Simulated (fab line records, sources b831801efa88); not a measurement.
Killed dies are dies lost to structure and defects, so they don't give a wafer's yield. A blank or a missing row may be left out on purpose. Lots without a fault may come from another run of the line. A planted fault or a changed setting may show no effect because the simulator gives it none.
fab line records | flow gf180mcu
record lots=5 wafers=15 last_day=33
route steps=602 shown V2@388 M3@409
lots that met no fault: from a run of the same line without faults
start_h: hours from the record's first day to the start of the lot's first wafer shown | wait_h: hours since the lot's step before | " the same as in the row above | L1.1+2: a row that stands for several wafers | - no value, or no start given | * or withheld: withheld | < > ~ a bound
route shown NAME@n: a module of which the file shows steps, and the number in the route of the first | usual: mean/standard deviation of fault-free wafers | same: alike in all rows | chamber/n: place in a boat | sites: the reading at each site | _std_site: their standard deviation | _edge_site: outer sites' mean less inner sites' | radius_mm: how far each site lies from the wafer's centre | mask NAME#n: copy n | behind: the tool/chamber that last shaped the wafer | hold: why the lot was held/for how many hours/how that ended | device: the transistor (n, p or np) that didn't switch | end of line: the same wafers' tests at the end of the route | a step without rows: its recipe alone | killed: dies lost to structure and defects at the first sort, not the wafer's yield | map: a wafer's dies, x killed, . not, _ none there
set.NAME: the setting as run; set.NAME@STEP: as run at that earlier step | model.NAME: the simulator's own value behind a step, which no gauge read
lots at some steps of the route; a table a step, a row a wafer
services: from which hour (start_h, from the record's first day; less than 0 if before it) a tool's chamber was out of use, for how many hours, and why
## steps
# step GF_V2_DEHYDRATE_06
# recipe temp_c=200 time_s=60
# same time_s=60
# columns lot.wafer tool chamber start_h wait_h
L074.1+3+4 litho_track-02 0 450.16 11.8
L085.3+4+6 litho_track-04 0 551.85 10.3
L089.2+3+6 litho_track-01 0 576.46 10.2
L091.1+2+5 litho_track-04 0 593.80 9.8
L093.4+5+6 litho_track-02 0 608.54 10.3
# step GF_V2_HMDS_07
# recipe prime_time_s=60 prime_temp_c=120
# columns lot.wafer tool chamber start_h wait_h
L074.1+3+4 litho_track-02 0 450.31 0.1
L085.3+4+6 litho_track-04 0 552.00 0.1
L089.2+3+6 litho_track-01 0 576.61 0.1
L091.1+2+5 litho_track-04 0 593.95 0.1
L093.4+5+6 litho_track-02 0 608.69 0.1
# step GF_V2_COAT_08
# recipe resist=BARC temp_c=withheld time_s=withheld spin_rpm=withheld resist_thk_nm=withheld
# columns lot.wafer tool chamber start_h wait_h
L074.1+3+4 litho_track-02 0 450.46 0.1
L085.3+4+6 litho_track-04 0 552.15 0.1
L089.2+3+6 litho_track-01 0 576.76 0.1
L091.1+2+5 litho_track-04 0 594.10 0.1
L093.4+5+6 litho_track-02 0 608.84 0.1
# step GF_V2_COAT_09
# recipe resist=KrF spin_rpm=withheld resist_thk_nm=1000
# columns lot.wafer tool chamber start_h wait_h
L074.1+3+4 litho_track-02 0 - -
L085.3+4+6 litho_track-04 0 - -
L089.2+3+6 litho_track-01 0 - -
L091.1+2+5 litho_track-04 0 - -
L093.4+5+6 litho_track-02 0 - -
# step GF_V2_SOFTBAKE_10
# recipe temp_c=130 time_s=60 resist=KrF
# same time_s=60
# columns lot.wafer tool chamber start_h wait_h
L074.1+3+4 litho_track-02 0 - -
L085.3+4+6 litho_track-04 0 - -
L089.2+3+6 litho_track-01 0 - -
L091.1+2+5 litho_track-04 0 - -
L093.4+5+6 litho_track-02 0 - -
# step GF_V2_EXPOSE_11
# recipe mask_id=Via2 target_cd_nm=260 na=0.68 source_shape=conventional sigma_outer=0.6 dose_mj=38
# same sigma_outer=0.6
# columns lot.wafer tool chamber start_h wait_h mask
L074.1+3+4 krf_scanner-02 0 - - Via2#0
L085.3+4+6 krf_scanner-01 0 - - Via2#0
L089.2+3+6 krf_scanner-02 0 - - Via2#0
L091.1+2+5 krf_scanner-01 0 - - Via2#0
L093.4+5+6 krf_scanner-01 0 - - Via2#0
# step GF_V2_PEB_12
# recipe peb_temp_c=135 peb_time_s=90 resist=KrF
# columns lot.wafer tool chamber start_h wait_h
L074.1+3+4 litho_track-02 0 - -
L085.3+4+6 litho_track-01 0 - -
L089.2+3+6 litho_track-02 0 - -
L091.1+2+5 litho_track-02 0 - -
L093.4+5+6 litho_track-04 0 - -
# step GF_V2_DEVELOP_13
# recipe develop_time_s=60 resist=KrF dev_temp_c=21
# columns lot.wafer tool chamber start_h wait_h
L074.1+3+4 litho_track-02 0 461.71 0.2
L085.3+4+6 litho_track-01 0 563.94 0.1
L089.2+3+6 litho_track-02 0 588.24 0.2
L091.1+2+5 litho_track-02 0 605.16 0.2
L093.4+5+6 litho_track-04 0 619.32 0.1
# step GF_V2_CD_MEAS_14
# recipe target_cd_nm=260
# usual cd_nm=260.2/1
# columns lot.wafer tool chamber start_h wait_h cd_nm
L074.1 cd_sem-02 - 461.86 0.1 259.9
L074.3 " - " " 261.7
L074.4 " - " " 259.7
L085.3 cd_sem-01 - 564.08 0.1 258.5
L085.4 " - " " 257.9
L085.6 " - " " 258.5
L089.2 cd_sem-01 - 588.38 0.1 259.7
L089.3 " - " " 259.2
L089.6 " - " " 258.8
L091.1 cd_sem-01 - 605.31 0.1 259.5
L091.2 " - " " 260.1
L091.5 " - " " 258.8
L093.4 cd_sem-02 - 619.46 0.1 259.3
L093.5 " - " " 257.9
L093.6 " - " " 258.1
# step GF_V2_OVL_MEAS_15
# usual V2_OVL=-2/6.1
# columns lot.wafer tool chamber start_h wait_h V2_OVL[nm]
L074.1 overlay-02 - 461.98 0.1 0
L074.3 " - " " 5
L074.4 " - " " 1
L085.3 overlay-02 - 564.17 0.1 -4
L085.4 " - " " -7
L085.6 " - " " 1
L089.2 overlay-02 - 588.49 0.1 14
L089.3 " - " " 3
L089.6 " - " " 7
L091.1 overlay-01 - 605.43 0.1 -7
L091.2 " - " " -3
L091.5 " - " " 1
L093.4 overlay-02 - 619.53 0.1 0
L093.5 " - " " -3
L093.6 " - " " 0
# step GF_V2_ETCH_16
# recipe chemistry=N2/H2 target_depth_a=withheld overetch_a=withheld time_s=withheld target=BARC ion_energy_ev=200 source_w=500 bias_w=100 pressure_mtorr=30 n2_flow_sccm=100 h2_flow_sccm=200
# usual drypump_motor_current_A=5.7/0.36 oes_product_au=0.854/0.0048 throttle_valve_pct=13.225/0.0086
# columns lot.wafer tool chamber start_h wait_h drypump_motor_current_A oes_product_au throttle_valve_pct
L074.1 rie_diel-03 2 462.02 0.0 6.3 0.856 13.224
L074.3 " 0 " " 5.8 0.856 13.227
L074.4 " 1 " " 5.3 0.851 13.229
L085.3 rie_diel-04 2 564.20 0.0 5.5 0.843 13.219
L085.4 " 0 " " 5.7 0.853 13.217
L085.6 " 0 " " 5.7 0.854 13.229
L089.2 rie_diel-04 1 588.52 0.0 6.1 0.857 13.234
L089.3 " 0 " " 5.7 0.857 13.232
L089.6 " 0 " " 5.7 0.855 13.210
L091.1 rie_diel-04 1 605.47 0.0 6.1 0.852 13.218
L091.2 " 2 " " 5.4 0.860 13.229
L091.5 " 1 " " 6.1 0.859 13.224
L093.4 rie_diel-03 1 619.57 0.0 5.4 0.860 13.231
L093.5 " 0 " " 5.8 0.855 13.222
L093.6 " 2 " " 6.3 0.857 13.222
# step GF_V2_ETCH_17
# recipe chemistry=C4F8/O2/Ar mask_material=KrF target=SiO2 stop_on=TiN source_w=1500 bias_w=1200 pressure_mtorr=40 c4f8_flow_sccm=withheld O2_flow_sccm=6 Ar_flow_sccm=300 time_s=withheld target_depth_a=6300
# usual oes_product_au=0.857/0.0049
# columns lot.wafer tool chamber start_h wait_h oes_product_au
L074.1 rie_diel-03 2 - - 0.856
L074.3 " 0 " " 0.860
L074.4 " 1 " " 0.854
L085.3 rie_diel-04 2 - - 0.856
L085.4 " 0 " " 0.850
L085.6 " 0 " " 0.851
L089.2 rie_diel-04 1 - - 0.859
L089.3 " 0 " " 0.863
L089.6 " 0 " " 0.853
L091.1 rie_diel-04 1 - - 0.851
L091.2 " 2 " " 0.854
L091.5 " 1 " " 0.851
L093.4 rie_diel-03 1 - - 0.855
L093.5 " 0 " " 0.859
L093.6 " 2 " " 0.862
# step GF_V2_STRIP_18
# recipe chemistry=O2/N2 power_w=1400 pressure_mtorr=1500 platen_temp_c=250 o2_flow_sccm=3000 n2_flow_sccm=300 overash_fraction=0.5
# usual drypump_motor_current_A=6.12/0.14 heater_power_w=305/36 oes_product_au=0.591/0.0047
# columns lot.wafer tool chamber start_h wait_h drypump_motor_current_A heater_power_w oes_product_au rf_hours_counter_h
L074.1 plasma_asher-04 0 462.15 - 5.98 288 0.588 37
L074.3 " 0 " " 5.94 278 0.581 -
L074.4 " 1 " " 6.20 269 0.588 -
L085.3 plasma_asher-04 0 564.36 - 6.00 294 0.595 -
L085.4 " 1 " " 6.18 270 0.589 -
L085.6 " 1 " " 6.17 267 0.586 -
L089.2 plasma_asher-04 1 588.65 - 6.17 270 0.589 52
L089.3 " 0 " " 5.96 290 0.585 -
L089.6 " 1 " " 6.14 268 0.592 -
L091.1 plasma_asher-01 1 605.60 - 6.00 307 0.588 85
L091.2 " 0 " " 6.50 316 0.590 85
L091.5 " 0 " " 6.52 319 0.593 -
L093.4 plasma_asher-03 1 619.71 - 6.14 343 0.586 -
L093.5 " 0 " " 6.15 371 0.590 -
L093.6 " 1 " " 6.13 341 0.597 -
# step GF_V2_STRIP_19
# recipe chemistry=post_etch_residue_remover time_s=1200 temp_c=72.5
# same time_s=1200
# columns lot.wafer tool chamber start_h wait_h
L074.1+3+4 wet_bench-02 3 462.25 0.1
L085.3+4+6 wet_bench-02 0 564.42 0.0
L089.2+3+6 wet_bench-04 2 588.75 0.1
L091.1+2+5 wet_bench-04 0 605.70 0.1
L093.4+5+6 wet_bench-04 0 619.78 0.0
# step GF_V2_CLEAN_20
# recipe chemistry=DIW dry=n2_spin
# columns lot.wafer tool chamber start_h wait_h
L074.1+3+4 wet_bench-04 3 462.62 0.0
L085.3+4+6 wet_bench-04 0 564.80 0.0
L089.2+3+6 wet_bench-03 1 589.09 0.0
L091.1+2+5 wet_bench-03 0 606.04 0.0
L093.4+5+6 wet_bench-03 1 620.12 0.0
# step GF_V2_SPUTTER_21
# recipe material=Ti target_thk_nm=15 chamber_pressure_pa=5 power_w=2500 substrate_temp_c=200 time_s=80.02
# usual throttle_valve_pct=30.4/1.3
# same time_s=80.02
# columns lot.wafer tool chamber start_h wait_h throttle_valve_pct
L074.1 pvd_sputter-03 - 462.71 0.0 28.7
L074.3 " - " " 28.3
L074.4 " - " " 31.5
L085.3 pvd_sputter-01 - 564.89 0.0 28.6
L085.4 " - " " 29.0
L085.6 " - " " 30.5
L089.2 pvd_sputter-03 - 589.18 0.0 28.8
L089.3 " - " " 28.1
L089.6 " - " " 30.2
L091.1 pvd_sputter-03 - 606.13 0.0 31.6
L091.2 " - " " 28.3
L091.5 " - " " 30.5
L093.4 pvd_sputter-04 - 620.21 0.0 31.8
L093.5 " - " " 30.9
L093.6 " - " " 31.7
# step GF_V2_SPUTTER_22
# recipe material=TiN target_thk_nm=10 chamber_pressure_pa=5 power_w=4000 time_s=40
# usual throttle_valve_pct=30.5/1.3
# same time_s=40
# columns lot.wafer tool chamber start_h wait_h throttle_valve_pct
L074.1 pvd_sputter-03 - 462.77 0.0 29.0
L074.3 " - " " 28.4
L074.4 " - " " 31.8
L085.3 pvd_sputter-01 - 564.95 0.0 28.9
L085.4 " - " " 29.0
L085.6 " - " " 30.5
L089.2 pvd_sputter-03 - 589.24 0.0 28.9
L089.3 " - " " 28.2
L089.6 " - " " 30.6
L091.1 pvd_sputter-03 - 606.19 0.0 32.0
L091.2 " - " " 28.2
L091.5 " - " " 30.4
L093.4 pvd_sputter-04 - 620.28 0.0 31.9
L093.5 " - " " 31.0
L093.6 " - " " 31.8
# step GF_V2_CVD_23
# recipe material=W target_thk_nm=350 time_s=104.94 temp_c=400 pressure_torr=40
# usual heater_power_w=831/160
# same time_s=104.94
# columns lot.wafer tool chamber start_h wait_h heater_power_w
L074.1 cvd_w-01 1 462.81 0.0 1051
L074.3 " 1 " " 1066
L074.4 " 0 " " 830
L085.3 cvd_w-01 0 565.03 0.1 847
L085.4 " 1 " " 1051
L085.6 " 0 " " 874
L089.2 cvd_w-01 1 589.28 0.0 1050
L089.3 " 1 " " 1075
L089.6 " 1 " " 1074
L091.1 cvd_w-02 1 606.23 0.0 676
L091.2 " 0 " " 711
L091.5 " 0 " " 704
L093.4 cvd_w-02 1 620.35 0.1 661
L093.5 " 0 " " 723
L093.6 " 1 " " 649
# step GF_V2_RS_MEAS_24
# recipe thk_meas_gauge=four-point-probe reads=W_of_V2_CVD_23+TiN_of_V2_SPUTTER_22+Ti_of_V2_SPUTTER_21
# usual V2_W_RS=0.327/0.0037
# columns lot.wafer tool chamber start_h wait_h V2_W_RS[ohm/sq]
L074.1 film_metro-02 - 462.93 0.1 0.322
L074.3 " - " " 0.326
L074.4 " - " " 0.330
L085.3 film_metro-02 - 565.23 0.2 0.326
L085.4 " - " " 0.327
L085.6 " - " " 0.319
L089.2 film_metro-02 - 589.41 0.1 0.324
L089.3 " - " " 0.323
L089.6 " - " " 0.324
L091.1 film_metro-01 - 606.34 0.1 0.328
L091.2 " - " " 0.323
L091.5 " - " " 0.327
L093.4 film_metro-01 - 620.62 0.2 0.324
L093.5 " - " " 0.328
L093.6 " - " " 0.324
# step GF_V2_THK_MEAS_25
# recipe thk_meas_gauge=xrf reads=W_of_V2_CVD_23
# usual V2_W_THK=356/3.8
# columns lot.wafer tool chamber start_h wait_h V2_W_THK[nm]
L074.1 film_metro-02 - 463.05 0.1 365
L074.3 " - " " 360
L074.4 " - " " 354
L085.3 film_metro-02 - 565.33 0.1 358
L085.4 " - " " 356
L085.6 " - " " 367
L089.2 film_metro-02 - 589.52 0.1 363
L089.3 " - " " 364
L089.6 " - " " 364
L091.1 film_metro-01 - 606.46 0.1 356
L091.2 " - " " 363
L091.5 " - " " 353
L093.4 film_metro-01 - 620.71 0.1 357
L093.5 " - " " 353
L093.6 " - " " 358
# step GF_V2_CMP_26
# recipe stop_on=SiO2 down_force_psi=3.5 platen_rpm=60 t_overpolish_s=15 target_thk_nm=0 pad_velocity_m_s=0.94248
# usual edge_zone_pressure_frac=1.000/0.0052 motor_current_A=11.4/1.5 overpolish_run_s=15.001/0.0089 time_to_endpoint_s=85.4/2.7
# columns lot.wafer tool chamber start_h wait_h edge_zone_pressure_frac motor_current_A overpolish_run_s time_to_endpoint_s
L074.4 cmp-01 3 463.11 0.0 0.990 9.8 14.993 83.9
L074.1 " 0 " " 1.000 10.8 15.003 84.5
L074.3 " 2 " " 1.010 11.3 14.988 86.3
L085.3 cmp-02 2 565.37 0.0 0.995 11.2 14.994 83.3
L085.4 " 0 " " 1.011 10.2 14.994 84.6
L085.6 " 3 " " 1.006 14.2 15.001 87.1
L089.2 cmp-02 2 589.57 0.0 1.009 10.9 15.012 89.0
L089.3 " 1 " " 0.999 9.3 14.997 87.0
L089.6 " 2 " " 1.007 10.4 14.997 85.2
L091.2 cmp-02 1 606.57 0.1 1.002 10.0 15.005 85.8
L091.1 " 3 " " 0.999 14.0 15.011 84.6
L091.5 " 1 " " 0.997 10.4 15.001 86.5
L093.4 cmp-01 1 620.79 0.1 0.998 13.2 15.005 86.9
L093.5 " 0 " " 0.998 11.1 15.002 87.9
L093.6 " 1 " " 0.995 12.5 15.002 87.1
# step GF_M3_SPUTTER_00
# recipe material=Ti target_thk_nm=37.5 arriving_ion_energy_ev=80 substrate_temp_c=200 chamber_pressure_pa=2 power_w=4000 time_s=150
# usual throttle_valve_pct=30.4/1.2
# same time_s=150
# columns lot.wafer tool chamber start_h wait_h throttle_valve_pct
L074.1 pvd_sputter-04 - 463.41 0.2 29.7
L074.3 " - " " 30.9
L074.4 " - " " 32.0
L085.3 pvd_sputter-02 - 565.67 0.2 30.1
L085.4 " - " " 29.8
L085.6 " - " " 28.9
L089.2 pvd_sputter-02 - 589.87 0.2 30.1
L089.3 " - " " 28.9
L089.6 " - " " 30.2
L091.1 pvd_sputter-02 - 606.82 0.1 28.9
L091.2 " - " " 32.0
L091.5 " - " " 28.9
L093.4 pvd_sputter-04 - 621.04 0.2 30.9
L093.5 " - " " 29.9
L093.6 " - " " 32.0
# step GF_M3_SPUTTER_01
# recipe material=TiN target_thk_nm=30 power_w=6500 time_s=25 chamber_pressure_pa=0.4
# usual throttle_valve_pct=30.4/1.1
# same time_s=25
# columns lot.wafer tool chamber start_h wait_h throttle_valve_pct
L074.1 pvd_sputter-04 - 463.51 0.1 29.7
L074.3 " - " " 31.3
L074.4 " - " " 31.9
L085.3 pvd_sputter-02 - 565.77 0.1 30.5
L085.4 " - " " 30.1
L085.6 " - " " 28.9
L089.2 pvd_sputter-02 - 589.97 0.1 29.8
L089.3 " - " " 29.0
L089.6 " - " " 30.2
L091.1 pvd_sputter-02 - 606.92 0.1 29.1
L091.2 " - " " 31.7
L091.5 " - " " 28.9
L093.4 pvd_sputter-04 - 621.14 0.1 31.0
L093.5 " - " " 30.0
L093.6 " - " " 32.3
# step GF_M3_SPUTTER_02
# recipe material=AlCu target_thk_nm=450 power_w=10600 time_s=23.9 chamber_pressure_pa=0.4
# usual throttle_valve_pct=30.4/1.1
# same time_s=23.9
# columns lot.wafer tool chamber start_h wait_h throttle_valve_pct
L074.1 pvd_sputter-04 - 463.54 0.0 29.7
L074.3 " - " " 30.6
L074.4 " - " " 31.8
L085.3 pvd_sputter-02 - 565.80 0.0 30.2
L085.4 " - " " 29.7
L085.6 " - " " 29.0
L089.2 pvd_sputter-02 - 590.00 0.0 30.0
L089.3 " - " " 29.0
L089.6 " - " " 30.5
L091.1 pvd_sputter-02 - 606.95 0.0 29.0
L091.2 " - " " 32.0
L091.5 " - " " 29.0
L093.4 pvd_sputter-04 - 621.17 0.0 30.9
L093.5 " - " " 30.1
L093.6 " - " " 32.0
# step GF_M3_SPUTTER_03
# recipe material=Ti target_thk_nm=10 substrate_temp_c=300 chamber_pressure_pa=0.3 power_w=3000 time_s=6.7
# usual throttle_valve_pct=30.4/1.1
# same time_s=6.7
# columns lot.wafer tool chamber start_h wait_h throttle_valve_pct
L074.1 pvd_sputter-04 - 463.57 0.0 29.8
L074.3 " - " " 30.9
L074.4 " - " " 31.8
L085.3 pvd_sputter-02 - 565.83 0.0 30.3
L085.4 " - " " 29.7
L085.6 " - " " 28.9
L089.2 pvd_sputter-02 - 590.03 0.0 29.6
L089.3 " - " " 28.7
L089.6 " - " " 30.2
L091.1 pvd_sputter-02 - 606.98 0.0 28.8
L091.2 " - " " 32.0
L091.5 " - " " 28.9
L093.4 pvd_sputter-04 - 621.20 0.0 30.8
L093.5 " - " " 29.6
L093.6 " - " " 32.1
# step GF_M3_SPUTTER_04
# recipe material=TiN target_thk_nm=50 power_w=6500 time_s=41.7 chamber_pressure_pa=0.4
# usual throttle_valve_pct=30.4/1.1
# same time_s=41.7
# columns lot.wafer tool chamber start_h wait_h throttle_valve_pct
L074.1 pvd_sputter-04 - 463.59 0.0 29.8
L074.3 " - " " 30.8
L074.4 " - " " 31.9
L085.3 pvd_sputter-02 - 565.85 0.0 30.3
L085.4 " - " " 29.7
L085.6 " - " " 29.0
L089.2 pvd_sputter-02 - 590.05 0.0 29.9
L089.3 " - " " 29.0
L089.6 " - " " 30.3
L091.1 pvd_sputter-02 - 607.00 0.0 28.6
L091.2 " - " " 32.0
L091.5 " - " " 29.0
L093.4 pvd_sputter-04 - 621.22 0.0 30.8
L093.5 " - " " 29.8
L093.6 " - " " 32.1
# step GF_M3_RS_MEAS_05
# recipe thk_meas_gauge=four-point-probe reads=TiN_of_M3_SPUTTER_04+Ti_of_M3_SPUTTER_03+AlCu_of_M3_SPUTTER_02+TiN_of_M3_SPUTTER_01+Ti_of_M3_SPUTTER_00
# usual M3_ALCU_RS=0.0695/0.00081
# columns lot.wafer tool chamber start_h wait_h M3_ALCU_RS[ohm/sq]
L074.1 film_metro-02 - 463.63 0.0 0.0690
L074.3 " - " " 0.0689
L074.4 " - " " 0.0689
L085.3 film_metro-02 - 565.93 0.1 0.0699
L085.4 " - " " 0.0699
L085.6 " - " " 0.0696
L089.2 film_metro-02 - 590.11 0.0 0.0721
L089.3 " - " " 0.0708
L089.6 " - " " 0.0716
L091.1 film_metro-01 - 607.04 0.0 0.0689
L091.2 " - " " 0.0693
L091.5 " - " " 0.0685
L093.4 film_metro-03 - 621.32 0.1 0.0694
L093.5 " - " " 0.0698
L093.6 " - " " 0.0697
# step GF_M3_THK_MEAS_06
# recipe thk_meas_gauge=xrf reads=AlCu_of_M3_SPUTTER_02
# usual M3_ALCU_THK=459/5.4
# columns lot.wafer tool chamber start_h wait_h M3_ALCU_THK[nm]
L074.1 film_metro-02 - 463.75 0.1 462
L074.3 " - " " 461
L074.4 " - " " 463
L085.3 film_metro-02 - 566.03 0.1 457
L085.4 " - " " 458
L085.6 " - " " 460
L089.2 film_metro-02 - 590.22 0.1 445
L089.3 " - " " 453
L089.6 " - " " 445
L091.1 film_metro-01 - 607.16 0.1 461
L091.2 " - " " 461
L091.5 " - " " 465
L093.4 film_metro-03 - 621.41 0.1 455
L093.5 " - " " 452
L093.6 " - " " 455
# step GF_M3_DEHYDRATE_07
# recipe temp_c=200 time_s=60
# same time_s=60
# columns lot.wafer tool chamber start_h wait_h
L074.1+3+4 litho_track-04 0 474.90 11.1
L085.3+4+6 litho_track-04 0 575.90 9.9
L089.2+3+6 litho_track-02 0 600.24 10.0
L091.1+2+5 litho_track-03 0 616.51 9.3
L093.4+5+6 litho_track-03 0 631.34 9.9
# step GF_M3_HMDS_08
# recipe prime_time_s=60 prime_temp_c=120
# columns lot.wafer tool chamber start_h wait_h
L074.1+3+4 litho_track-04 0 475.05 0.1
L085.3+4+6 litho_track-04 0 576.05 0.1
L089.2+3+6 litho_track-02 0 600.39 0.1
L091.1+2+5 litho_track-03 0 616.66 0.1
L093.4+5+6 litho_track-03 0 631.49 0.1
# step GF_M3_COAT_09
# recipe resist=KrF spin_rpm=withheld resist_thk_nm=1000
# columns lot.wafer tool chamber start_h wait_h
L074.1+3+4 litho_track-04 0 475.20 0.1
L085.3+4+6 litho_track-04 0 576.20 0.1
L089.2+3+6 litho_track-02 0 600.54 0.1
L091.1+2+5 litho_track-03 0 616.81 0.1
L093.4+5+6 litho_track-03 0 631.64 0.1
# step GF_M3_SOFTBAKE_10
# recipe temp_c=130 time_s=60 resist=KrF
# same time_s=60
# columns lot.wafer tool chamber start_h wait_h
L074.1+3+4 litho_track-04 0 475.35 0.1
L085.3+4+6 litho_track-04 0 576.35 0.1
L089.2+3+6 litho_track-02 0 600.69 0.1
L091.1+2+5 litho_track-03 0 616.96 0.1
L093.4+5+6 litho_track-03 0 631.79 0.1
# step GF_M3_EXPOSE_11
# recipe mask_id=Metal3 target_cd_nm=280 na=0.68 source_shape=conventional sigma_outer=0.6 dose_mj=28
# same sigma_outer=0.6
# columns lot.wafer tool chamber start_h wait_h mask
L074.1+3+4 krf_scanner-02 0 - - Metal3#0
L085.3+4+6 krf_scanner-01 0 - - Metal3#0
L089.2+3+6 krf_scanner-02 0 - - Metal3#0
L091.1+2+5 krf_scanner-02 0 - - Metal3#0
L093.4+5+6 krf_scanner-01 0 - - Metal3#0
# step GF_M3_PEB_12
# recipe peb_temp_c=135 peb_time_s=90 resist=KrF
# columns lot.wafer tool chamber start_h wait_h
L074.1+3+4 litho_track-04 0 - -
L085.3+4+6 litho_track-03 0 - -
L089.2+3+6 litho_track-03 0 - -
L091.1+2+5 litho_track-04 0 - -
L093.4+5+6 litho_track-03 0 - -
# step GF_M3_DEVELOP_13
# recipe develop_time_s=60 dev_temp_c=21
# columns lot.wafer tool chamber start_h wait_h
L074.1+3+4 litho_track-04 0 487.45 0.2
L085.3+4+6 litho_track-03 0 586.76 0.1
L089.2+3+6 litho_track-03 0 611.09 0.2
L091.1+2+5 litho_track-04 0 627.35 0.2
L093.4+5+6 litho_track-03 0 641.89 0.1
# step GF_M3_CD_MEAS_14
# recipe target_cd_nm=280
# usual cd_nm=279.9/1.4
# columns lot.wafer tool chamber start_h wait_h cd_nm
L074.1 cd_sem-01 - 487.60 0.1 282.7
L074.3 " - " " 283.9
L074.4 " - " " 282.5
L085.3 cd_sem-01 - 586.90 0.1 278.4
L085.4 " - " " 278.9
L085.6 " - " " 278.5
L089.2 cd_sem-01 - 611.23 0.1 279.0
L089.3 " - " " 279.4
L089.6 " - " " 280.6
L091.1 cd_sem-01 - 627.50 0.1 280.4
L091.2 " - " " 279.5
L091.5 " - " " 279.7
L093.4 cd_sem-02 - 642.02 0.1 278.6
L093.5 " - " " 278.5
L093.6 " - " " 279.4
# step GF_M3_OVL_MEAS_15
# usual M3_OVL=-2/5.9
# columns lot.wafer tool chamber start_h wait_h M3_OVL[nm]
L074.1 overlay-01 - 487.72 0.1 -7
L074.3 " - " " -8
L074.4 " - " " -1
L085.3 overlay-02 - 587.00 0.1 -1
L085.4 " - " " 1
L085.6 " - " " 0
L089.2 overlay-01 - 611.34 0.1 -2
L089.3 " - " " 4
L089.6 " - " " -3
L091.1 overlay-02 - 627.62 0.1 -6
L091.2 " - " " -7
L091.5 " - " " -3
L093.4 overlay-01 - 642.10 0.1 9
L093.5 " - " " 3
L093.6 " - " " -4
# step GF_M3_METAL_ETCH_16
# recipe chemistry=Cl2/BCl3 mask_material=KrF target_depth_nm=750.8 stop_on=SiO2 pressure_mtorr=8 icp_w=800 bias_w=140 Cl2_flow_sccm=80 bcl3_flow_sccm=40 time_s=125.1
# usual bcl3_flow_sccm=39.99/0.13 drypump_motor_current_A=5.8/0.41 mfc_cl2_sccm=80.00/0.25 oes_product_au=0.991/0.0053 throttle_valve_pct=28.230/0.01
# same time_s=125.1
# columns lot.wafer tool chamber start_h wait_h bcl3_flow_sccm drypump_motor_current_A mfc_cl2_sccm oes_product_au rf_hours_counter_h throttle_valve_pct
L074.1 rie_metal-03 1 487.75 0.0 40.08 6.2 80.19 0.986 0 28.226
L074.3 " 0 " " 39.75 6.1 79.81 0.992 - 28.233
L074.4 " 1 " " 40.05 6.1 80.21 0.989 - 28.225
L085.3 rie_metal-04 0 587.11 0.1 40.00 5.6 79.93 0.990 - 28.218
L085.4 " 0 " " 40.17 5.6 80.26 0.999 - 28.239
L085.6 " 0 " " 39.96 5.7 80.18 1.002 - 28.230
L089.2 rie_metal-01 0 611.37 0.0 39.82 6.2 79.94 0.984 0 28.230
L089.3 " 0 " " 39.85 6.2 80.09 0.988 - 28.233
L089.6 " 1 " " 39.99 5.5 79.67 0.987 - 28.233
L091.1 rie_metal-03 1 627.65 0.0 39.87 6.2 80.62 0.996 5 28.224
L091.2 " 0 " " 39.99 6.1 80.10 0.994 8 28.222
L091.5 " 1 " " 39.68 6.2 80.17 0.996 - 28.239
L093.4 rie_metal-04 0 642.16 0.1 40.04 5.6 79.69 0.988 - 28.218
L093.5 " 0 " " 40.10 5.6 79.45 0.995 - 28.224
L093.6 " 1 " " 39.74 5.0 79.86 0.986 - 28.233
# step GF_M3_STRIP_17
# recipe chemistry=O2/N2 power_w=1400 pressure_mtorr=1500 platen_temp_c=250 o2_flow_sccm=3000 n2_flow_sccm=300 overash_fraction=0.5
# usual drypump_motor_current_A=6.1/0.3 heater_power_w=299/21 oes_product_au=0.536/0.005 strip_time_to_endpoint_s=7.37/0.044
# columns lot.wafer tool chamber start_h wait_h drypump_motor_current_A heater_power_w oes_product_au rf_hours_counter_h strip_time_to_endpoint_s
L074.1 plasma_asher-04 0 487.88 0.1 6.0 286 0.538 40 7.40
L074.3 " 1 " " 6.2 268 0.537 - 7.35
L074.4 " 0 " " 6.0 285 0.535 - 7.39
L085.3 plasma_asher-01 0 587.31 0.2 6.5 325 0.535 - 7.26
L085.4 " 1 " " 6.1 323 0.534 - 7.33
L085.6 " 1 " " 6.0 307 0.534 - 7.32
L089.2 plasma_asher-04 0 611.50 0.1 6.0 290 0.543 54 7.44
L089.3 " 1 " " 6.2 271 0.527 - 7.40
L089.6 " 1 " " 6.2 273 0.539 - 7.40
L091.1 plasma_asher-01 1 627.78 0.1 6.0 311 0.538 88 7.33
L091.2 " 0 " " 6.5 324 0.540 88 7.28
L091.5 " 0 " " 6.5 314 0.526 - 7.30
L093.4 plasma_asher-02 1 642.28 0.1 5.5 328 0.541 - 7.32
L093.5 " 1 " " 5.4 326 0.531 - 7.30
L093.6 " 0 " " 6.3 308 0.529 - 7.36
# step GF_M3_STRIP_18
# recipe chemistry=post_etch_residue_remover time_s=1200 temp_c=72.5
# same time_s=1200
# columns lot.wafer tool chamber start_h wait_h
L074.1+3+4 wet_bench-03 0 487.98 0.1
L085.3+4+6 wet_bench-03 0 587.38 0.0
L089.2+3+6 wet_bench-03 0 611.60 0.1
L091.1+2+5 wet_bench-03 0 627.88 0.1
L093.4+5+6 wet_bench-01 2 642.35 0.0
# step GF_M3_CLEAN_19
# recipe chemistry=DIW dry=n2_spin
# columns lot.wafer tool chamber start_h wait_h
L074.1+3+4 wet_bench-02 2 488.32 0.0
L085.3+4+6 wet_bench-02 0 587.72 0.0
L089.2+3+6 wet_bench-02 2 611.94 0.0
L091.1+2+5 wet_bench-02 1 628.22 0.0
L093.4+5+6 wet_bench-02 2 642.69 0.0
## services
# columns tool chamber start_h hours kind
pvd_sputter-02 - 430.35 1.7 repair
krf_scanner-02 - 431.33 4.4 pm
pvd_sputter-04 - 438.10 4.2 repair
krf_scanner-02 - 438.39 0.6 repair
krf_scanner-02 - 449.15 1.3 pm
krf_scanner-01 - 467.06 0.4 repair
pvd_sputter-03 - 474.72 1.9 repair
pvd_sputter-04 - 476.21 8.3 repair
krf_scanner-01 - 485.72 0.8 pm
rie_diel-04 0 491.29 3.8 repair
rie_diel-04 - 502.83 2.3 repair
krf_scanner-01 - 503.36 1.0 repair
rie_diel-04 0 508.61 9.0 repair
krf_scanner-01 - 509.24 12.1 repair
pvd_sputter-02 - 533.09 8.8 repair
pvd_sputter-04 - 544.00 1.8 repair
rie_diel-04 0 558.90 4.9 repair
pvd_sputter-02 - 595.02 3.5 repair
pvd_sputter-02 - 597.28 2.7 repair
pvd_sputter-04 - 597.29 5.3 repair
rie_diel-04 0 604.87 5.7 repair
pvd_sputter-04 - 605.57 1.6 repair
pvd_sputter-03 - 619.28 4.8 repair
rie_diel-04 - 632.36 0.3 repair
## key
fault none
